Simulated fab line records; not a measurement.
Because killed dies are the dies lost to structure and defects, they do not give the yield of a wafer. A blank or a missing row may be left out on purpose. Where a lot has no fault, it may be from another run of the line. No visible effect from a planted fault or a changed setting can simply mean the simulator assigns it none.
fab line records	flow sfqLine
[record] lots = 15	wafers = 45	lastDay = 94
route steps=325 shown I3@134 M6@252 M7@282 M8@322
lots with no fault: from the same line, run without faults
startH: the number of hours between the record's first day and the start of the first shown wafer of the lot	waitH: hours from the lot's prior step to this one	" unchanged from the row above	L1.1+2: several wafers, shown together as one row	- either no value or no given start	* or withheld: withheld	< > ~ a bound
route shown NAME@n: names a module that has steps shown in the file, with the first one's number in the route	usual: the fault-free wafers' mean and standard deviation	same: alike in all rows	chamber/n: place in a boat	sites: readings site by site	_std_site: how widely they spread, as a standard deviation	_edge_site: inner sites' mean taken away from outer sites' mean	radiusMm: for every site, how far away it sits from the centre of the wafer	mask NAME#n: copy n	behind: the last tool/chamber to shape the wafer	hold: what put the lot on hold/how long, in hours/how the hold closed	device: the n, p or np transistor that did not switch	end of line: the route-end tests of the same wafers	where a step has no rows: the recipe by itself	killed: dies lost to structure and defects at the first sort, not the wafer's yield	map: shows each die of a wafer: x if killed, . if not, _ if none is there
set.NAME: the setting the step ran with; set.NAME@STEP: the setting that earlier step ran with	model.NAME: the simulator's own value behind a step, which no gauge read
the route's steps for a sample of lots (tables are steps, rows are wafers)
services: a tool's chamber out of use, with start hour (startH, from the record's first day; less than 0 if before it), hours out, and reason
[[steps]]
[step SFQ_TRILAYER_I3_CMP_CMP_082]
[recipe] material = SiO2	downForcePsi = 3	platenRpm = 60	padVelocityMS = 0.94248
[usual] motorCurrentA = 10.2/0.78	timeToEndpointS = 210/9.5
lot.wafer	tool	chamber	startH	waitH	motorCurrentA	timeToEndpointS
L608.1	cmp-01	0	826.46	0.0	11.6	223
L608.5	"	0	828.46	2.0	11.5	239
L608.6	"	1	"	"	9.9	217
L610.3	cmp-02	0	865.13	0.0	11.0	196
L610.4	"	1	"	"	9.3	216
L610.6	"	1	867.63	2.5	9.0	213
L612.4	cmp-02	2	880.08	1.0	9.3	214
L612.2	"	3	"	"	11.0	205
L612.5	"	0	"	"	10.8	194
L613.2	cmp-01	0	902.56	5.4	10.7	216
L613.3	"	1	"	"	10.0	208
L613.1	"	2	"	"	10.9	209
L614.2	cmp-01	1	914.56	7.8	9.6	213
L614.3	"	2	"	"	11.2	213
L614.4	"	0	916.06	9.3	11.8	225
L616.4	cmp-02	3	933.20	9.6	10.1	210
L616.1	"	0	"	"	10.6	190
L616.6	"	0	935.70	12.1	11.6	203
L617.2	cmp-02	1	937.70	9.4	9.3	207
L617.5	"	2	"	"	9.8	222
L617.6	"	3	"	"	10.6	208
L618.2	cmp-02	2	946.20	2.3	9.5	207
L618.1	"	3	"	"	10.6	200
L618.6	"	2	948.20	4.3	9.3	213
L619.2	cmp-02	1	964.20	9.5	9.9	207
L619.3	"	2	"	"	9.1	212
L619.4	"	3	"	"	10.0	217
L620.2	cmp-02	2	973.28	13.8	8.9	213
L620.5	"	3	"	"	10.1	210
L620.6	"	0	"	"	10.7	277
L621.2	cmp-02	3	977.78	12.6	10.6	210
L621.1	"	0	"	"	11.1	280
L621.5	"	0	980.28	15.0	11.7	199
L622.2	cmp-02	3	999.78	9.6	10.4	218
L622.1	"	0	"	"	11.4	275
L622.5	"	1	"	"	9.3	220
L623.2	cmp-02	0	1002.28	8.5	11.2	191
L623.4	"	1	"	"	9.1	206
L623.5	"	3	1003.78	9.9	10.4	208
L630.2	cmp-01	0	1054.60	16.2	10.5	215
L630.1	"	1	"	"	9.8	200
L630.3	"	2	"	"	10.6	193
L631.1	cmp-02	0	1055.78	7.8	11.2	189
L631.2	"	1	"	"	9.8	199
L631.4	"	2	"	"	9.1	212
[step SFQ_TRILAYER_I3_METRO_MEASURE_083]
[usual] thkNm = 198.9/1.3
lot.wafer	tool	chamber	startH	waitH	thkNm
L608.1	filmMetro-01	-	829.58	0.1	200.3
L608.5	"	-	"	"	202.4
L608.6	"	-	"	"	199.5
L610.3	filmMetro-02	-	868.65	0.5	199.3
L610.4	"	-	"	"	199.5
L610.6	"	-	"	"	200.5
L612.2	filmMetro-01	-	882.40	0.3	199.2
L612.4	"	-	"	"	200.1
L612.5	"	-	"	"	197.1
L613.1	filmMetro-03	-	905.68	0.1	200.5
L613.2	"	-	"	"	200.6
L613.3	"	-	"	"	199.3
L614.2	filmMetro-01	-	917.88	0.3	198.8
L614.3	"	-	"	"	199.5
L614.4	"	-	"	"	200.4
L616.1	filmMetro-03	-	936.32	0.1	196.8
L616.4	"	-	"	"	196.9
L616.6	"	-	"	"	195.6
L617.2	filmMetro-03	-	939.52	0.3	198.3
L617.5	"	-	"	"	200.7
L617.6	"	-	"	"	198.4
L618.1	filmMetro-02	-	948.82	0.1	196.8
L618.2	"	-	"	"	199.6
L618.6	"	-	"	"	199.5
L619.2	filmMetro-03	-	967.02	0.3	198.8
L619.3	"	-	"	"	198.5
L619.4	"	-	"	"	199.9
L620.2	filmMetro-02	-	975.10	0.3	198.9
L620.5	"	-	"	"	199.1
L620.6	"	-	"	"	300.5
L621.1	filmMetro-02	-	980.90	0.1	302.2
L621.2	"	-	"	"	199.0
L621.5	"	-	"	"	198.0
L622.1	filmMetro-02	-	1001.90	0.1	300.6
L622.2	"	-	"	"	198.2
L622.5	"	-	"	"	199.6
L623.2	filmMetro-03	-	1005.10	0.3	196.2
L623.4	"	-	"	"	198.6
L623.5	"	-	"	"	199.7
L630.1	filmMetro-03	-	1057.22	0.1	197.4
L630.2	"	-	"	"	200.7
L630.3	"	-	"	"	199.3
L631.1	filmMetro-02	-	1058.90	0.1	197.3
L631.2	"	-	"	"	199.8
L631.4	"	-	"	"	198.6
[step SFQ_TRILAYER_I3_VIA_ETCH_VIA_ETCH_088]
[recipe] target = SiO2	stopOn = Nb	maskMaterial = PR	taperDeg = 20	chemistry = CHF3	targetDepthNm = 260	sourceW = 500	biasW = 80	pressureMtorr = 30	timeS = withheld
[usual] chamberPressureMTorr = 30.000/0.027	drypumpMotorCurrentA = 5.6/0.45	oesProductAu = 0.852/0.0053
lot.wafer	tool	chamber	startH	waitH	chamberPressureMTorr	drypumpMotorCurrentA	oesProductAu
L608.1	rieDiel-04	1	959.70	0.0	29.928	5.6	0.853
L608.5	"	2	"	"	30.008	5.5	0.848
L608.6	"	3	"	"	30.009	6.3	0.855
L610.3	rieDiel-03	3	1001.27	0.0	30.023	5.0	0.865
L610.4	"	2	"	"	29.978	5.7	0.854
L610.6	"	0	"	"	30.036	6.2	0.860
L612.2	rieDiel-01	0	1027.67	0.0	30.027	5.4	0.856
L612.4	"	2	"	"	30.013	4.8	0.857
L612.5	"	0	"	"	29.985	5.4	0.858
L613.1	rieDiel-01	0	1049.40	0.0	30.016	5.4	0.855
L613.2	"	2	"	"	30.022	4.8	0.859
L613.3	"	1	"	"	29.984	5.2	0.849
L614.2	rieDiel-04	2	1065.12	0.0	30.023	5.5	0.846
L614.3	"	3	"	"	30.026	6.3	0.862
L614.4	"	0	"	"	30.031	5.0	0.860
L616.1	rieDiel-01	0	1085.75	0.0	29.987	5.4	0.843
L616.4	"	3	"	"	29.996	5.7	0.840
L616.6	"	3	"	"	29.988	5.7	0.844
L617.2	rieDiel-04	3	1089.35	0.0	29.993	6.3	0.851
L617.5	"	3	"	"	30.019	6.3	0.855
L617.6	"	2	"	"	30.020	5.5	0.851
L618.1	rieDiel-03	2	1097.75	0.0	29.982	5.7	0.848
L618.2	"	1	"	"	29.958	5.8	0.854
L618.6	"	1	"	"	29.990	5.8	0.852
L619.2	rieDiel-03	0	1113.47	0.0	30.028	6.2	0.848
L619.3	"	3	"	"	29.997	5.0	0.851
L619.4	"	1	"	"	29.954	5.8	0.855
L620.2	rieDiel-04	3	1117.07	0.0	30.025	6.3	0.847
L620.5	"	0	"	"	29.996	5.0	0.858
L620.6	"	3	"	"	30.013	6.3	1.009
L621.1	rieDiel-04	1	1121.87	0.0	29.999	5.6	1.008
L621.2	"	0	"	"	30.054	5.0	0.849
L621.5	"	3	"	"	29.996	6.3	0.847
L622.1	rieDiel-03	2	1141.20	0.0	29.981	5.7	1.013
L622.2	"	3	"	"	30.021	5.0	0.859
L622.5	"	3	"	"	30.005	5.0	0.851
L623.2	rieDiel-04	3	1143.60	0.0	30.024	6.3	0.845
L623.4	"	2	"	"	29.974	5.5	0.861
L623.5	"	1	"	"	29.986	5.6	0.842
L630.1	rieDiel-04	2	1198.80	0.0	29.999	5.5	0.852
L630.2	"	3	"	"	29.988	6.3	0.856
L630.3	"	1	"	"	30.039	5.6	0.850
L631.1	rieDiel-03	2	1201.20	0.0	29.973	5.7	0.851
L631.2	"	0	"	"	30.006	6.2	0.856
L631.4	"	1	"	"	29.998	5.8	0.853
[step SFQ_TRILAYER_M6_DEP_SPUTTER_157]
[recipe] material = Nb	basePressurePa = 1.33e-06	chamberPressurePa = 0.1333	substrateTempC = 20	targetThkNm = 200	powerW = 2000	timeS = 133.3
[usual] substrateTempC = 20.00/0.11	throttleValvePct = 29.4/1.2
lot.wafer	tool	chamber	startH	waitH	substrateTempC	throttleValvePct
L608.1	pvdSputter-05	-	1619.60	0.0	19.93	27.5
L608.5	"	-	"	"	19.97	27.8
L608.6	"	-	"	"	19.89	29.4
L610.3	pvdSputter-05	-	1662.20	0.0	19.95	28.4
L610.4	"	-	"	"	19.98	27.4
L610.6	"	-	"	"	20.05	27.6
L612.2	pvdSputter-05	-	1670.72	0.0	20.01	27.7
L612.4	"	-	"	"	20.07	28.4
L612.5	"	-	"	"	20.00	27.9
L613.1	pvdSputter-03	-	1671.92	0.0	20.05	31.7
L613.2	"	-	"	"	20.11	30.8
L613.3	"	-	"	"	20.00	29.2
L614.2	pvdSputter-06	-	1673.12	0.0	20.11	29.5
L614.3	"	-	"	"	20.12	30.3
L614.4	"	-	"	"	20.31	30.0
L616.1	pvdSputter-03	-	1676.52	0.0	20.17	29.9
L616.4	"	-	"	"	19.98	29.4
L616.6	"	-	"	"	20.03	29.9
L617.2	pvdSputter-06	-	1711.32	0.0	19.84	29.3
L617.5	"	-	"	"	19.84	29.9
L617.6	"	-	"	"	20.00	29.2
L618.1	pvdSputter-03	-	1726.70	0.0	19.95	29.1
L618.2	"	-	"	"	19.94	30.0
L618.6	"	-	"	"	19.92	29.8
L619.2	pvdSputter-06	-	1730.17	0.0	19.99	30.3
L619.3	"	-	"	"	19.88	29.4
L619.4	"	-	"	"	20.02	29.2
L620.2	pvdSputter-03	-	1732.59	0.0	20.09	30.3
L620.5	"	-	"	"	20.11	31.9
L620.6	"	-	"	"	20.09	30.8
L621.1	pvdSputter-05	-	1734.97	0.0	19.83	27.4
L621.2	"	-	"	"	20.02	29.6
L621.5	"	-	"	"	19.98	27.6
L622.1	pvdSputter-06	-	1738.63	0.0	20.08	30.5
L622.2	"	-	"	"	20.02	29.4
L622.5	"	-	"	"	20.17	30.3
L623.2	pvdSputter-03	-	1758.37	0.0	19.98	30.9
L623.4	"	-	"	"	19.88	31.9
L623.5	"	-	"	"	19.80	29.2
L630.1	pvdSputter-05	-	1867.44	0.0	19.82	27.4
L630.2	"	-	"	"	20.05	27.5
L630.3	"	-	"	"	20.20	28.4
L631.1	pvdSputter-06	-	1869.84	0.0	19.93	29.5
L631.2	"	-	"	"	19.86	29.6
L631.4	"	-	"	"	19.97	30.6
[step SFQ_TRILAYER_M7_DEP_SPUTTER_175]
[recipe] material = Nb	basePressurePa = 1.33e-06	chamberPressurePa = 0.1333	substrateTempC = 20	targetThkNm = 200	powerW = 2000	timeS = 133.3
[usual] substrateTempC = 20.00/0.11	throttleValvePct = 29.3/0.91
lot.wafer	tool	chamber	startH	waitH	substrateTempC	throttleValvePct
L608.1	pvdSputter-06	-	1835.79	0.0	19.97	30.4
L608.5	"	-	"	"	19.97	29.1
L608.6	"	-	"	"	20.01	29.6
L610.3	pvdSputter-06	-	1838.27	0.0	20.05	30.6
L610.4	"	-	"	"	19.84	29.5
L610.6	"	-	"	"	19.98	30.4
L612.2	pvdSputter-06	-	1840.59	0.0	19.86	29.4
L612.4	"	-	"	"	19.90	30.2
L612.5	"	-	"	"	20.03	30.1
L613.1	pvdSputter-05	-	1841.61	0.0	20.13	27.7
L613.2	"	-	"	"	19.95	28.1
L613.3	"	-	"	"	19.84	29.5
L614.2	pvdSputter-05	-	1842.81	0.0	20.13	27.8
L614.3	"	-	"	"	19.92	27.7
L614.4	"	-	"	"	20.14	28.3
L616.1	pvdSputter-05	-	1845.21	0.0	20.02	27.4
L616.4	"	-	"	"	20.12	28.4
L616.6	"	-	"	"	19.90	29.5
L617.2	pvdSputter-06	-	1925.23	0.0	20.02	29.3
L617.5	"	-	"	"	19.85	30.4
L617.6	"	-	"	"	19.96	29.9
L618.1	pvdSputter-04	-	1956.59	0.0	19.93	29.7
L618.2	"	-	"	"	20.01	29.7
L618.6	"	-	"	"	19.87	29.9
L619.2	pvdSputter-06	-	1960.19	0.0	19.91	29.9
L619.3	"	-	"	"	20.11	29.7
L619.4	"	-	"	"	19.95	30.2
L620.2	pvdSputter-05	-	1962.59	0.0	19.85	28.1
L620.5	"	-	"	"	19.90	27.5
L620.6	"	-	"	"	20.10	27.7
L621.1	pvdSputter-04	-	1966.19	0.0	20.02	29.7
L621.2	"	-	"	"	19.87	30.1
L621.5	"	-	"	"	19.89	30.0
L622.1	pvdSputter-06	-	1969.79	0.0	20.06	29.7
L622.2	"	-	"	"	20.04	30.4
L622.5	"	-	"	"	20.00	29.8
L623.2	pvdSputter-04	-	1977.11	0.0	20.08	29.4
L623.4	"	-	"	"	20.03	30.1
L623.5	"	-	"	"	20.03	30.0
L630.1	pvdSputter-05	-	2086.44	0.0	19.90	29.8
L630.2	"	-	"	"	20.02	27.3
L630.3	"	-	"	"	20.21	27.7
L631.1	pvdSputter-04	-	2091.15	0.0	20.13	29.1
L631.2	"	-	"	"	19.77	29.9
L631.4	"	-	"	"	20.04	29.8
[step SFQ_M8_RS_MEAS_949]
[recipe] thkMeasGauge = four-point-probe	reads = Au_of_TRILAYER_M8_DEP_EVAP_196+Pt_of_TRILAYER_M8_DEP_EVAP_198+Ti_of_TRILAYER_M8_DEP_EVAP_197
[usual] M8_AU_RS = 0.1530/0.0017
lot.wafer	tool	chamber	startH	waitH	M8_AU_RS[ohm/sq]
L608.1	filmMetro-01	-	2044.09	0.3	0.1548
L608.5	"	-	"	"	0.1545
L608.6	"	-	"	"	0.1538
L610.3	filmMetro-04	-	2047.73	0.3	0.1506
L610.4	"	-	"	"	0.1518
L610.6	"	-	"	"	0.1514
L612.2	filmMetro-01	-	2052.51	0.3	0.1552
L612.4	"	-	"	"	0.1521
L612.5	"	-	"	"	0.1545
L613.1	filmMetro-03	-	2057.41	0.3	0.1540
L613.2	"	-	"	"	0.1523
L613.3	"	-	"	"	0.1509
L614.2	filmMetro-01	-	2058.76	0.3	0.1529
L614.3	"	-	"	"	0.1527
L614.4	"	-	"	"	0.1527
L616.1	filmMetro-03	-	2066.18	0.3	0.1534
L616.4	"	-	"	"	0.1539
L616.6	"	-	"	"	0.1524
L617.2	filmMetro-01	-	2068.40	0.3	0.1564
L617.5	"	-	"	"	0.1528
L617.6	"	-	"	"	0.1560
L618.1	filmMetro-01	-	2077.98	0.3	0.1539
L618.2	"	-	"	"	0.1537
L618.6	"	-	"	"	0.1549
L619.2	filmMetro-04	-	2080.47	0.3	0.1527
L619.3	"	-	"	"	0.1526
L619.4	"	-	"	"	0.1510
L620.2	filmMetro-03	-	2083.00	0.3	0.1517
L620.5	"	-	"	"	0.1517
L620.6	"	-	"	"	0.1537
L621.1	filmMetro-04	-	2094.52	0.3	0.1551
L621.2	"	-	"	"	0.1532
L621.5	"	-	"	"	0.1523
L622.1	filmMetro-03	-	2170.95	0.3	0.1557
L622.2	"	-	"	"	0.1542
L622.5	"	-	"	"	0.1562
L623.2	filmMetro-03	-	2178.17	0.3	0.1526
L623.4	"	-	"	"	0.1547
L623.5	"	-	"	"	0.1524
L630.1	filmMetro-04	-	2255.20	0.3	0.1501
L630.2	"	-	"	"	0.1526
L630.3	"	-	"	"	0.1537
L631.1	filmMetro-04	-	2256.40	0.3	0.1527
L631.2	"	-	"	"	0.1543
L631.4	"	-	"	"	0.1511
[[services]]
tool	chamber	startH	hours	kind
cmp-02	-	847.40	2.1	repair
pvdSputter-06	-	900.24	2.6	repair
cmp-02	-	901.09	5.6	pm
cmp-02	-	911.76	2.4	repair
cmp-02	-	917.20	4.0	pm
pvdSputter-06	-	978.57	61.3	repair
cmp-02	-	1066.06	1.3	repair
cmp-02	-	1169.54	5.6	pm
pvdSputter-06	-	1196.68	11.7	repair
cmp-02	-	1259.08	4.0	pm
pvdSputter-06	-	1269.18	9.3	repair
cmp-02	-	1311.59	1.0	repair
cmp-02	-	1350.97	1.1	repair
cmp-02	-	1413.42	2.4	repair
cmp-02	-	1446.91	0.6	repair
cmp-02	-	1510.73	1.4	repair
pvdSputter-06	-	1523.77	7.7	repair
cmp-02	-	1562.32	6.4	repair
cmp-02	-	1601.72	4.0	pm
cmp-02	-	1637.97	4.6	pm
cmp-02	-	1683.05	0.2	repair
cmp-02	-	1705.59	26.2	pm
cmp-02	-	1746.31	1.7	repair
cmp-02	-	1765.87	1.7	repair
[[key]]
[firstSign] step = SFQ_TRILAYER_I3_CMP_CMP_082	reading = timeToEndpointS	direction = up	sigmas = 7.2	usual = *	struck = *
[effect] step = SFQ_TRILAYER_I3_METRO_MEASURE_083	reading = thkNm	direction = up	sigmas = 80	usual = 198.9	struck = 301.1
[effect] step = SFQ_TRILAYER_I3_VIA_ETCH_VIA_ETCH_088	reading = oesProductAu	direction = up	sigmas = 30	usual = 0.852	struck = 1.010
metAt SFQ_TRILAYER_I3_CMP_CMP_082
struckLots L620,L621,L622
struckWafers L620.6,L621.1,L622.1
notActingAt SFQ_TRILAYER_M6_DEP_SPUTTER_157,SFQ_TRILAYER_M7_DEP_SPUTTER_175,SFQ_M8_RS_MEAS_949
[fault] kind = processParameterDrift	tool = cmp-02	chamber = -	onsetH = 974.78	steps = SFQ_TRILAYER_I3_CMP_CMP_082	channel = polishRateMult	offset = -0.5	shape = step	endH = 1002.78	scope = struckWafersOnly
